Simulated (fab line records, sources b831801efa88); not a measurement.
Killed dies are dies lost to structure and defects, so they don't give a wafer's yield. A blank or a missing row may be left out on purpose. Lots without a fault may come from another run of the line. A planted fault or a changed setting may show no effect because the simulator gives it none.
fab line records | flow gf180mcu
record lots=13 wafers=39 last_day=34
route steps=602 shown M2@379 V2@408 M3@409
lots that met no fault: from a run of the same line without faults
start_h: hours from the record's first day to the start of the lot's first wafer shown | wait_h: hours since the lot's step before | " the same as in the row above | L1.1+2: a row that stands for several wafers | - no value, or no start given | * or withheld: withheld | < > ~ a bound
route shown NAME@n: a module of which the file shows steps, and the number in the route of the first | usual: mean/standard deviation of fault-free wafers | same: alike in all rows | chamber/n: place in a boat | sites: the reading at each site | _std_site: their standard deviation | _edge_site: outer sites' mean less inner sites' | radius_mm: how far each site lies from the wafer's centre | mask NAME#n: copy n | behind: the tool/chamber that last shaped the wafer | hold: why the lot was held/for how many hours/how that ended | device: the transistor (n, p or np) that didn't switch | end of line: the same wafers' tests at the end of the route | a step without rows: its recipe alone | killed: dies lost to structure and defects at the first sort, not the wafer's yield | map: a wafer's dies, x killed, . not, _ none there
set.NAME: the setting as run; set.NAME@STEP: as run at that earlier step | model.NAME: the simulator's own value behind a step, which no gauge read
steps of the route over a sample of lots; a table a step, a row a wafer
services: from which hour (start_h, from the record's first day; less than 0 if before it) a tool's chamber was out of use, for how many hours, and why
## steps
# step GF_M2_STRIP_17
# recipe chemistry=O2/N2 power_w=1400 pressure_mtorr=1500 platen_temp_c=250 o2_flow_sccm=3000 n2_flow_sccm=300 overash_fraction=0.5
# usual drypump_motor_current_A=5.3/0.58 heater_power_w=342/34 oes_product_au=0.557/0.0055 strip_time_to_endpoint_s=7.86/0.053
# columns lot.wafer tool chamber start_h wait_h drypump_motor_current_A heater_power_w oes_product_au rf_hours_counter_h strip_time_to_endpoint_s
L975.2 plasma_asher-03 0 436.66 0.1 5.0 331 0.559 79 7.83
L975.4 " 0 " " 5.0 331 0.552 - 7.81
L975.6 " 1 " " 5.1 389 0.551 - 7.77
L976.1 plasma_asher-03 0 443.91 0.1 5.0 332 0.548 80 7.77
L976.2 " 1 " " 5.1 396 0.550 80 7.74
L976.3 " 1 " " 5.1 377 0.548 - 7.77
L977.1 plasma_asher-03 1 452.41 0.1 5.1 383 0.548 80 7.82
L977.3 " 1 " " 5.1 394 0.546 - 7.78
L977.6 " 1 " " 5.1 388 0.569 - 7.77
L978.1 plasma_asher-03 1 458.76 0.1 5.0 392 0.557 81 7.87
L978.3 " 0 " " 5.0 332 0.563 - 7.91
L978.4 " 1 " " 5.1 386 0.566 - 7.93
L979.1 plasma_asher-03 0 474.55 0.1 5.0 346 0.559 83 7.79
L979.5 " 1 " " 5.1 383 0.562 - 7.88
L979.6 " 0 " " 5.0 341 0.556 - 7.78
L980.4 plasma_asher-03 0 487.24 0.1 5.0 332 0.558 - 7.79
L980.5 " 0 " " 5.0 338 0.556 - 7.77
L980.6 " 1 " " 5.1 388 0.551 - 7.83
L981.2 plasma_asher-01 0 493.24 0.1 4.9 343 0.552 43 7.86
L981.4 " 1 " " 6.1 354 0.553 - 7.86
L981.5 " 0 " " 4.9 340 0.561 - 7.84
L982.1 plasma_asher-03 0 503.79 0.1 5.0 340 0.564 87 7.97
L982.4 " 0 " " 5.0 341 0.564 - 7.93
L982.6 " 1 " " 5.0 381 0.551 - 7.93
L986.4 plasma_asher-01 1 548.14 0.1 6.1 360 0.568 - 7.96
L986.5 " 0 " " 4.9 345 0.558 - 7.93
L986.6 " 1 " " 6.1 359 0.553 - 7.93
L988.2 plasma_asher-03 0 561.94 0.1 5.0 345 0.552 93 7.84
L988.5 " 0 " " 5.0 330 0.561 - 7.81
L988.6 " 1 " " 5.1 387 0.550 - 7.81
L994.3 plasma_asher-04 1 606.14 0.1 6.5 339 0.561 - 7.92
L994.4 " 0 " " 5.0 285 0.559 - 7.93
L994.6 " 1 " " 6.5 334 0.555 - 7.93
L996.1 plasma_asher-04 0 613.65 0.1 5.0 282 0.557 73 7.85
L996.5 " 1 " " 6.5 340 0.556 - 7.89
L996.6 " 0 " " 5.0 280 0.555 - 7.84
L997.2 plasma_asher-01 0 616.57 0.1 4.9 328 0.557 57 7.84
L997.3 " 0 " " 4.9 341 0.562 - 7.89
L997.5 " 0 " " 4.9 337 0.556 - 7.84
# step GF_V2_CMP_26
# recipe stop_on=SiO2 down_force_psi=3.5 platen_rpm=60 t_overpolish_s=15 target_thk_nm=0 pad_velocity_m_s=0.94248
# usual head_pressure_psi=3.500/0.0075 motor_current_A=11.3/0.95 overpolish_run_s=15.000/0.009 time_to_endpoint_s=86/4.6
# columns lot.wafer tool chamber start_h wait_h head_pressure_psi motor_current_A overpolish_run_s time_to_endpoint_s
L975.4 cmp-02 2 463.49 0.1 3.509 10.3 15.000 89
L975.2 " 3 " " 3.504 11.4 14.999 80
L975.6 " 2 " " 3.512 9.9 14.983 83
L976.1 cmp-01 1 469.75 0.1 3.500 11.3 14.993 89
L976.2 " 2 " " 3.493 11.4 14.998 90
L976.3 " 3 " " 3.515 12.8 15.006 89
L977.1 cmp-01 1 478.40 0.1 3.511 10.8 15.001 83
L977.3 " 3 " " 3.506 11.9 14.987 87
L977.6 " 0 " " 3.516 10.7 15.002 90
L978.3 cmp-02 3 484.85 0.0 3.499 11.0 14.985 82
L978.1 " 0 " " 3.484 10.7 15.000 83
L978.4 " 1 " " 3.495 13.5 14.988 83
L979.1 cmp-01 3 501.11 0.1 3.503 12.4 14.996 88
L979.5 " 1 " " 3.494 10.9 15.001 88
L979.6 " 2 " " 3.490 11.4 14.998 92
L980.4 cmp-02 0 513.07 0.1 3.510 9.8 15.006 83
L980.5 " 2 " " 3.494 10.1 15.011 86
L980.6 " 3 " " 3.505 11.2 14.995 83
L981.4 cmp-02 3 519.37 0.0 3.500 11.6 15.005 81
L981.2 " 2 " " 3.495 10.2 15.010 87
L981.5 " 3 " " 3.498 11.3 15.013 81
L982.1 cmp-02 0 529.20 0.1 3.494 10.1 15.016 87
L982.4 " 3 " " 3.494 11.1 14.986 82
L982.6 " 1 " " 3.503 13.0 15.005 84
L986.4 cmp-02 2 572.55 0.1 3.503 10.4 15.004 85
L986.5 " 0 " " 3.507 9.9 15.011 82
L986.6 " 1 " " 3.504 12.8 14.991 79
L988.2 cmp-02 1 586.20 0.1 3.509 12.8 14.991 82
L988.5 " 0 " " 3.504 10.1 14.995 79
L988.6 " 1 " " 3.496 13.8 15.004 82
L994.4 cmp-01 2 628.95 0.0 3.505 11.4 15.008 84
L994.3 " 0 " " 3.496 11.1 15.008 87
L994.6 " 2 " " 3.494 11.2 15.013 85
L996.1 cmp-01 1 637.07 0.1 3.509 11.2 15.003 85
L996.6 " 0 " " 3.510 11.2 14.990 90
L996.5 " 1 " " 3.500 10.6 15.001 85
L997.3 cmp-02 1 639.00 0.1 3.501 13.4 15.006 83
L997.2 " 3 " " 3.497 10.9 15.005 84
L997.5 " 0 " " 3.503 9.8 14.993 85
# step GF_M3_SPUTTER_00
# recipe material=Ti target_thk_nm=37.5 arriving_ion_energy_ev=80 substrate_temp_c=200 chamber_pressure_pa=2 power_w=4000 time_s=150
# usual cathode_dc_power_W=4000.0/0.68 chamber_pressure_pa=2.000/0.004 throttle_valve_pct=29.9/1
# columns lot.wafer tool chamber start_h wait_h cathode_dc_power_W chamber_pressure_pa throttle_valve_pct
L975.2 pvd_sputter-03 - 463.74 0.1 3999.8 2.008 29.9
L975.4 " - " " 4001.2 1.996 31.6
L975.6 " - " " 4000.6 1.995 29.8
L976.1 pvd_sputter-02 - 470.00 0.2 3999.4 2.000 30.4
L976.2 " - " " 4000.2 1.997 31.2
L976.3 " - " " 4000.5 2.005 29.4
L977.1 pvd_sputter-03 - 478.65 0.2 3999.0 1.997 30.1
L977.3 " - " " 4001.1 2.005 29.6
L977.6 " - " " 3999.6 1.997 31.4
L978.1 pvd_sputter-02 - 485.15 0.2 3999.7 1.996 29.9
L978.3 " - " " 4000.7 2.000 31.3
L978.4 " - " " 4000.8 2.004 29.2
L979.1 pvd_sputter-02 - 501.31 0.1 3999.4 1.998 31.3
L979.5 " - " " 4000.6 1.994 30.7
L979.6 " - " " 3999.7 2.004 29.8
L980.4 pvd_sputter-03 - 513.32 0.2 3999.6 1.995 30.0
L980.5 " - " " 4000.1 2.002 27.8
L980.6 " - " " 3999.8 2.004 29.9
L981.2 pvd_sputter-03 - 519.67 0.1 4001.1 1.990 28.3
L981.4 " - " " 4001.0 1.994 30.1
L981.5 " - " " 4001.2 1.999 28.3
L982.1 pvd_sputter-03 - 529.50 0.2 3999.3 2.002 31.6
L982.4 " - " " 3999.7 1.996 29.6
L982.6 " - " " 3999.8 2.003 30.0
L986.4 pvd_sputter-02 - 572.75 0.1 - - -
L986.5 " - " " - - -
L986.6 " - " " - - -
L988.2 pvd_sputter-03 - 586.45 0.2 - - -
L988.5 " - " " - - -
L988.6 " - " " - - -
L994.3 pvd_sputter-02 - 629.25 0.1 4000.5 1.998 29.5
L994.4 " - " " 3999.5 1.998 29.7
L994.6 " - " " 3999.3 1.996 30.6
L996.1 pvd_sputter-03 - 637.32 0.2 4000.1 1.999 31.5
L996.5 " - " " 3998.8 1.999 29.7
L996.6 " - " " 3998.7 1.998 28.0
L997.2 pvd_sputter-04 - 639.25 0.1 4001.4 1.997 30.6
L997.3 " - " " 3999.1 2.002 30.3
L997.5 " - " " 3999.7 1.994 28.7
# step GF_M3_SPUTTER_04
# recipe material=TiN target_thk_nm=50 power_w=6500 time_s=41.7 chamber_pressure_pa=0.4
# usual cathode_dc_power_W=6499.9/1.2 chamber_pressure_pa=0.4000/0.00069 throttle_valve_pct=29.9/1
# columns lot.wafer tool chamber start_h wait_h cathode_dc_power_W chamber_pressure_pa throttle_valve_pct
L975.2 pvd_sputter-03 - 463.92 0.0 6502.3 0.4005 30.1
L975.4 " - " " 6501.0 0.3998 31.5
L975.6 " - " " 6500.2 0.3995 29.7
L976.1 pvd_sputter-02 - 470.18 0.0 6500.0 0.3999 31.0
L976.2 " - " " 6498.6 0.3999 31.2
L976.3 " - " " 6499.3 0.4001 29.5
L977.1 pvd_sputter-03 - 478.83 0.0 6498.3 0.4005 30.2
L977.3 " - " " 6500.3 0.3990 29.8
L977.6 " - " " 6500.4 0.3993 31.8
L978.1 pvd_sputter-02 - 485.33 0.0 6498.8 0.4007 29.8
L978.3 " - " " 6500.1 0.3998 31.2
L978.4 " - " " 6500.1 0.3983 29.4
L979.1 pvd_sputter-02 - 501.50 0.0 6499.5 0.4007 31.4
L979.5 " - " " 6499.7 0.3995 30.6
L979.6 " - " " 6499.2 0.3997 29.9
L980.4 pvd_sputter-03 - 513.48 0.0 6499.7 0.4003 30.5
L980.5 " - " " 6500.4 0.4001 28.0
L980.6 " - " " 6498.9 0.4001 29.5
L981.2 pvd_sputter-03 - 519.85 0.0 6496.9 0.3987 28.1
L981.4 " - " " 6497.4 0.3999 30.2
L981.5 " - " " 6498.8 0.3999 28.1
L982.1 pvd_sputter-03 - 529.68 0.0 6499.8 0.4011 31.2
L982.4 " - " " 6501.7 0.4009 30.2
L982.6 " - " " 6498.9 0.4005 29.9
L986.4 pvd_sputter-02 - 572.93 0.0 6500.9 0.3997 31.1
L986.5 " - " " 6499.9 0.3996 29.5
L986.6 " - " " 6499.0 0.3995 30.0
L988.2 pvd_sputter-03 - 586.63 0.0 6500.5 0.3997 29.6
L988.5 " - " " 6500.3 0.4007 29.5
L988.6 " - " " 6497.8 0.4001 28.1
L994.3 pvd_sputter-02 - 629.43 0.0 6498.4 0.3995 29.5
L994.4 " - " " 6498.7 0.4012 29.7
L994.6 " - " " 6499.9 0.4000 30.7
L996.1 pvd_sputter-03 - 637.50 0.0 6499.4 0.4012 31.3
L996.5 " - " " 6497.0 0.3998 29.7
L996.6 " - " " 6500.2 0.4004 28.3
L997.2 pvd_sputter-04 - 639.43 0.0 6499.0 0.4002 30.2
L997.3 " - " " 6499.9 0.3995 29.9
L997.5 " - " " 6499.8 0.4003 28.7
# step GF_M3_METAL_ETCH_16
# recipe chemistry=Cl2/BCl3 mask_material=KrF target_depth_nm=627.5 stop_on=SiO2 pressure_mtorr=8 icp_w=800 bias_w=140 Cl2_flow_sccm=80 bcl3_flow_sccm=40 time_s=104.6
# usual bias_w=140.0/0.43 drypump_motor_current_A=5.9/0.37 oes_product_au=0.971/0.0056 rf_fwd_power_W=794.5/2.6 throttle_valve_pct=28.251/0.012
# columns lot.wafer tool chamber start_h wait_h bias_w drypump_motor_current_A oes_product_au rf_fwd_power_W rf_hours_counter_h throttle_valve_pct
L975.2 rie_metal-04 1 488.02 0.1 140.1 6.5 0.976 793.6 - 28.247
L975.4 " 1 " " 140.3 6.5 0.972 792.1 - 28.259
L975.6 " 1 " " 140.3 6.6 0.973 791.0 - 28.251
L976.1 rie_metal-04 1 493.79 0.0 139.9 6.6 0.968 792.7 1 28.238
L976.2 " 1 " " 140.2 6.5 0.973 792.6 - 28.240
L976.3 " 1 " " 139.5 6.5 0.973 794.3 - 28.248
L977.1 rie_metal-01 0 502.68 0.0 140.2 5.5 0.971 800.6 1 28.243
L977.3 " 1 " " 140.2 5.9 0.967 795.1 - 28.259
L977.6 " 1 " " 139.7 5.9 0.961 792.5 - 28.256
L978.1 rie_metal-01 0 509.54 0.0 140.3 5.5 0.977 795.8 1 28.251
L978.3 " 1 " " 139.6 5.9 0.986 793.3 - 28.243
L978.4 " 0 " " 139.9 5.5 0.966 797.3 - 28.240
L979.1 rie_metal-01 0 525.34 0.0 140.3 5.5 0.978 795.1 2 28.226
L979.5 " 0 " " 140.4 5.5 0.975 798.3 - 28.251
L979.6 " 1 " " 139.2 5.9 0.971 791.6 - 28.231
L980.4 rie_metal-02 1 536.73 0.0 139.6 5.8 0.973 797.7 - 28.257
L980.5 " 0 " " 140.2 5.9 0.968 795.1 - 28.267
L980.6 " 1 " " 140.2 5.8 0.965 797.3 - 28.254
L981.2 rie_metal-01 1 543.09 0.0 139.8 5.9 0.975 793.9 10 28.262
L981.4 " 1 " " 139.5 5.9 0.970 797.4 - 28.239
L981.5 " 1 " " 139.5 5.9 0.974 797.3 - 28.231
L982.1 rie_metal-01 0 551.99 0.0 139.8 5.5 0.966 794.8 2 28.276
L982.4 " 0 " " 141.1 5.5 0.975 799.8 - 28.255
L982.6 " 1 " " 139.6 5.8 0.971 789.8 - 28.247
L986.4 rie_metal-02 0 594.73 0.0 139.1 5.8 0.990 797.1 - 28.240
L986.5 " 1 " " 139.0 5.7 0.989 791.1 - 28.223
L986.6 " 0 " " 140.3 5.8 0.997 793.2 - 28.228
L988.2 rie_metal-04 1 607.53 0.0 139.9 6.5 0.979 787.9 4 28.232
L988.5 " 1 " " 140.6 6.6 0.988 792.1 - 28.221
L988.6 " 0 " " 139.6 5.5 0.992 794.4 - 28.226
L994.3 rie_metal-01 1 649.08 0.1 139.6 5.9 0.977 791.5 - 28.253
L994.4 " 0 " " 140.7 5.5 0.974 792.4 - 28.240
L994.6 " 1 " " 139.8 5.9 0.971 791.2 - 28.254
L996.1 rie_metal-02 0 656.94 0.0 140.5 5.8 0.958 795.3 0 28.265
L996.5 " 0 " " 140.1 5.8 0.966 794.2 - 28.265
L996.6 " 1 " " 139.8 5.8 0.964 795.5 - 28.273
L997.2 rie_metal-04 1 658.64 0.0 140.5 6.5 0.968 797.5 6 28.265
L997.3 " 1 " " 140.1 6.5 0.964 795.2 - 28.277
L997.5 " 1 " " 140.1 6.6 0.970 797.2 - 28.251
## services
# columns tool chamber start_h hours kind
cmp-02 - 414.26 4.3 pm
plasma_asher-01 - 429.26 2.1 repair
pvd_sputter-02 - 429.72 1.2 repair
rie_metal-02 - 434.39 0.2 repair
cmp-01 - 436.89 4.3 repair
plasma_asher-03 - 445.47 1.5 repair
pvd_sputter-03 - 467.03 0.5 repair
rie_metal-04 - 468.44 14.6 pm
rie_metal-02 1 477.27 9.4 repair
pvd_sputter-03 1 497.77 - consumable_replace:kit
pvd_sputter-03 1 497.77 18.0 scheduled_down
pvd_sputter-02 - 522.77 19.7 repair
pvd_sputter-04 - 538.31 1.2 repair
plasma_asher-03 - 555.48 2.8 pm
plasma_asher-03 - 563.74 5.1 repair
cmp-01 - 572.03 4.0 pm
cmp-02 - 575.54 4.4 repair
pvd_sputter-04 - 576.79 2.1 repair
pvd_sputter-03 - 580.09 2.6 repair
cmp-01 - 607.60 0.7 repair
pvd_sputter-04 - 620.05 12.9 repair
rie_metal-04 0 634.19 2.1 repair
cmp-02 - 645.14 1.1 repair
cmp-01 - 656.28 4.9 pm
## key
first_sign step=GF_M3_SPUTTER_00 reading=tool_record direction=missing
effect step=GF_M3_METAL_ETCH_16 reading=oes_product_au direction=up sigmas=3.2 usual=0.971 struck=0.989
met_at GF_M3_SPUTTER_00
struck_lots L986,L988
later_rows_left_out L986.4,L986.5,L986.6,L988.2,L988.5,L988.6
sort_left_out L986.4,L986.5,L986.6,L988.2,L988.5,L988.6
not_acting_at GF_M2_STRIP_17,GF_V2_CMP_26,GF_M3_SPUTTER_04
onset_between 529.50 572.75
fault kind=skipped_step_whole tool=pvd_sputter-02,pvd_sputter-03 chamber=- onset_h=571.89 steps=GF_M3_SPUTTER_00 scope=struck_lots_only
# sort_left_out: the simulated sort isn't trusted on such a fault, so these wafers' sort isn't shown, and their yield isn't known
# later_rows_left_out: the simulator's readings of these wafers behind a module that went badly wrong aren't trusted and aren't shown, but for the sort
